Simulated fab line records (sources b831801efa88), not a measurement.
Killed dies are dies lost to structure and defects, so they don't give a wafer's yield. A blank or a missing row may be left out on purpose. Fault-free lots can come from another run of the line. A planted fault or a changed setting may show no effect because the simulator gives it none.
Chamber matching -- flow sky130 -- SKY_PAD_OPEN_ETCH_07 on rieDiel-04: 4 sister chambers
The step etches the open film in CF4/O2, stops on AlCu, target depth 725 nm, time 161.1 s. 8 wafers are shown with their chamber, then 8 later ones without.

== WAFERS WITH THEIR CHAMBER ==
wafer,chamber,drypumpMotorCurrentA (A),throttleValvePct (%)
L080.1,0,5.8,5.967
L080.3,3,6.2,5.974
L080.6,0,5.9,5.970
L086.6,2,5.5,5.977
L088.1,3,6.2,5.965
L088.3,1,6.3,5.953
L088.4,2,5.5,5.957
L092.1,1,6.2,5.947

== WAFERS WHOSE CHAMBER IS MISSING ==
wafer,drypumpMotorCurrentA (A),throttleValvePct (%)
L092.3,6.2,5.959
L092.6,6.2,5.976
L093.1,6.2,5.952
L093.3,5.8,5.962
L093.4,6.2,5.974
L095.1,6.2,5.964
L095.3,6.3,5.967
L095.6,5.8,5.964

== WHICH CHAMBER EACH ONE RAN IN ==
wafer,from the rows above,in truth
L092.3,can't be placed: 3 or 1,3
L092.6,3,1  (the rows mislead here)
L093.1,can't be placed: 1 or 3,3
L093.3,0,0
L093.4,3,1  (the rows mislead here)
L095.1,can't be placed: 3 or 1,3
L095.3,can't be placed: 3 or 1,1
L095.6,0,0
Correct placement for 2 of the 8. These rows do not allow placing 4 (true chamber among the candidates in 4). Placed wrongly: 2.
How it was worked out, from the rows above alone: a wafer's distance from a chamber is the root of the sum, over the readings, of the square of ((its reading less the chamber's mean) divided by the reading's scatter). The wafer belongs to the nearest chamber; if the next one is less than 2 further off, it can't be placed. Each chamber's mean is taken over the wafers shown for it. The scatter is the square root of a quotient: the sum, over the shown wafers, of each reading's squared deviation from its chamber's mean, divided by wafers minus chambers.
